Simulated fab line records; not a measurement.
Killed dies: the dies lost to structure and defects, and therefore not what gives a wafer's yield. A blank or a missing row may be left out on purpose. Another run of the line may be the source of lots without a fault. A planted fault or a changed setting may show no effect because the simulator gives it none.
Matching of chambers :: flow sky130 :: SKY_CONTACT_ETCH_17 on rie-diel-03 has 4 sister chambers
The step etches SiO2 in C4F8/O2/Ar, stops on Si3N4, target depth 340 nm. 8 wafers are shown with their chamber, then 9 later ones without.

## WAFERS PAIRED WITH THEIR CHAMBERS
wafer: L081.1
chamber: 0
oes-product-au (a.u.): 0.894
chamber-pressure-mTorr (mTorr): 40.02

wafer: L083.2
chamber: 2
oes-product-au (a.u.): 0.890
chamber-pressure-mTorr (mTorr): 39.94

wafer: L083.4
chamber: 0
oes-product-au (a.u.): 0.894
chamber-pressure-mTorr (mTorr): 40.04

wafer: L083.6
chamber: 3
oes-product-au (a.u.): 0.887
chamber-pressure-mTorr (mTorr): 40.10

wafer: L084.1
chamber: 3
oes-product-au (a.u.): 0.897
chamber-pressure-mTorr (mTorr): 39.96

wafer: L089.2
chamber: 2
oes-product-au (a.u.): 0.885
chamber-pressure-mTorr (mTorr): 40.03

wafer: L089.3
chamber: 1
oes-product-au (a.u.): 0.887
chamber-pressure-mTorr (mTorr): 39.99

wafer: L089.5
chamber: 1
oes-product-au (a.u.): 0.890
chamber-pressure-mTorr (mTorr): 40.04

## WAFERS WHOSE CHAMBER IS MISSING
wafer: L090.1
oes-product-au (a.u.): 0.891
chamber-pressure-mTorr (mTorr): 40.06

wafer: L090.2
oes-product-au (a.u.): 0.884
chamber-pressure-mTorr (mTorr): 39.95

wafer: L090.5
oes-product-au (a.u.): 0.882
chamber-pressure-mTorr (mTorr): 40.00

wafer: L092.2
oes-product-au (a.u.): 0.891
chamber-pressure-mTorr (mTorr): 39.94

wafer: L092.4
oes-product-au (a.u.): 0.879
chamber-pressure-mTorr (mTorr): 40.04

wafer: L092.5
oes-product-au (a.u.): 0.885
chamber-pressure-mTorr (mTorr): 39.95

wafer: L097.1
oes-product-au (a.u.): 0.891
chamber-pressure-mTorr (mTorr): 40.02

wafer: L097.3
oes-product-au (a.u.): 0.889
chamber-pressure-mTorr (mTorr): 39.98

wafer: L097.6
oes-product-au (a.u.): 0.885
chamber-pressure-mTorr (mTorr): 40.00

## EACH ONE'S CHAMBER
wafer: L090.1
from the rows above: can't be placed: 3 or 0 or 1 or 2
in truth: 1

wafer: L090.2
from the rows above: can't be placed: 2 or 1 or 3 or 0
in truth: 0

wafer: L090.5
from the rows above: can't be placed: 2 or 1 or 3 or 0
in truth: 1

wafer: L092.2
from the rows above: can't be placed: 2 or 1 or 3 or 0
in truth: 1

wafer: L092.4
from the rows above: can't be placed: 2 or 1 or 3 or 0
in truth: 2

wafer: L092.5
from the rows above: can't be placed: 2 or 1 or 3 or 0
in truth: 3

wafer: L097.1
from the rows above: can't be placed: 3 or 1 or 0 or 2
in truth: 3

wafer: L097.3
from the rows above: can't be placed: 2 or 1 or 3 or 0
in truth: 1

wafer: L097.6
from the rows above: can't be placed: 2 or 1 or 3 or 0
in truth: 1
Correctly placed: 0 of 9. Unplaceable from these rows: 9, with the true chamber sitting among the candidates in 9. Wrongly placed: 0.
How it was worked out, from the rows above alone: a wafer's distance from a chamber is the root of the sum, over the readings, of the square of ((its reading less the chamber's mean) divided by the reading's scatter). The wafer belongs to the nearest chamber; if the next one is less than 2 further off, it can't be placed. For every chamber, the mean is computed from those of its wafers that are shown. The scatter: take each reading less its chamber's mean, square it, sum over the shown wafers, divide by the number of wafers less the number of chambers, and take the root.
